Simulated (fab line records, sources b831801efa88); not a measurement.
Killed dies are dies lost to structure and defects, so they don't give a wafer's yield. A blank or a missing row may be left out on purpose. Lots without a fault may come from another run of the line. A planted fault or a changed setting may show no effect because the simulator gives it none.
Chamber matching | flow gf180mcu | GF_V5_CMP_04 on cmp-02: 4 sister chambers
The step polishes SiO2. 8 wafers are shown with their chamber, then 11 later ones without.

WAFERS WITH THEIR CHAMBER
wafer  | chamber | motor_current_A (A)
L076.2 | 2       | 12.8
L085.1 | 1       | 13.0
L085.3 | 0       | 13.2
L085.6 | 3       | 12.4
L090.2 | 1       | 13.4
L090.3 | 3       | 12.6
L090.4 | 0       | 12.9
L092.2 | 2       | 12.6

WAFERS WITHOUT THEIR CHAMBER
wafer  | motor_current_A (A)
L092.3 | 12.9
L092.6 | 12.2
L094.1 | 13.1
L094.2 | 12.9
L094.4 | 12.4
L095.4 | 12.4
L095.5 | 12.9
L095.6 | 13.3
L096.3 | 12.8
L096.4 | 13.0
L096.5 | 13.1

WHICH CHAMBER EACH WENT THROUGH
wafer  | from the rows above               | in truth
L092.3 | can't be placed: 0 or 2 or 1 or 3 | 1
L092.6 | can't be placed: 3 or 2           | 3
L094.1 | can't be placed: 0 or 1 or 2      | 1
L094.2 | can't be placed: 0 or 2 or 1 or 3 | 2
L094.4 | can't be placed: 3 or 2           | 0
L095.4 | can't be placed: 3 or 2           | 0
L095.5 | can't be placed: 0 or 2 or 1 or 3 | 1
L095.6 | can't be placed: 1 or 0           | 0
L096.3 | can't be placed: 2 or 0 or 3 or 1 | 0
L096.4 | can't be placed: 0 or 1 or 2      | 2
L096.5 | can't be placed: 0 or 1 or 2      | 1
Placed correctly: 0 of 11. Can't be placed from these rows: 11 (the true chamber is among the candidates in 9). Placed wrongly: 0.
How it was worked out, from the rows above alone: a wafer's distance from a chamber is the root of the sum, over the readings, of the square of ((its reading less the chamber's mean) divided by the reading's scatter). The wafer belongs to the nearest chamber; if the next one is less than 2 further off, it can't be placed. A chamber's mean is the mean of its shown wafers. The scatter: the root of (the sum of the squares of (reading less its chamber's mean) over the shown wafers, divided by (wafers less chambers)).
